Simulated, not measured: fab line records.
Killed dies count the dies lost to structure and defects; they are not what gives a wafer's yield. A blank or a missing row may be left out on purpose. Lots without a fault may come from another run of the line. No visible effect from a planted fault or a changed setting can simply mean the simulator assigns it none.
Which tool did it?    flow gf180mcu    18 wafers from 6 lots sampled at 2 of the route's 602 steps

## WHAT EACH GAUGE READ, for each wafer
GF_VT_IMPLANT_OVL_MEAS_29.
lot   measured      on          VT_IMPLANT_02_OVL (nm)
L911  day 7 03:20   overlay-02  0.9 0.5 0.8
L914  day 7 22:44   overlay-01  -1.1 -1.3 -2.2
L916  day 8 17:14   overlay-02  1.3 0.3 1.0
L918  day 9 03:09   overlay-02  0.1 -0.5 -2.0
L921  day 9 21:30   overlay-02  -1.5 -1.4 -1.5
L931  day 12 20:02  overlay-02  -0.3 0.6 0.7

## TOOL THAT RAN EACH LOT (tool first, then ch and the chambers of the sampled wafers, then the start)
lot   GF_VT_IMPLANT_EXPOSE_26
L911  iline-stepper-02 ch 0, day 6 19:34
L914  iline-stepper-02 ch 0, day 7 14:38
L916  iline-stepper-01 ch 0, day 8 09:16
L918  iline-stepper-02 ch 0, day 8 18:55
L921  iline-stepper-01 ch 0, day 9 13:10
L931  iline-stepper-02 ch 0, day 12 10:40
- GF_VT_IMPLANT_EXPOSE_26: exposes mask LVPWELL HV AREA, target cd 860 nm.

## THE ANSWER, worked out from the rows above alone
Rule: the lots themselves supply what counts as usual. Put in order of their means at a reading, lots are off if they are a third of the lots or fewer, leave a main group of 4 or more, and stand apart from it by a gap of 3 or more times the standard deviation of the main group's means; of several such gaps the widest counts. If all means in a main group match to the digits the tables above print for the reading, that group is not used. A lot without any number at a reading at which 4 lots or more have one is off too. Any other lot the step has rows for is counted as sound.
No lot is off on any of the readings shown, so nothing can be concluded from this.

## WHAT THE SIMULATOR PUT IN
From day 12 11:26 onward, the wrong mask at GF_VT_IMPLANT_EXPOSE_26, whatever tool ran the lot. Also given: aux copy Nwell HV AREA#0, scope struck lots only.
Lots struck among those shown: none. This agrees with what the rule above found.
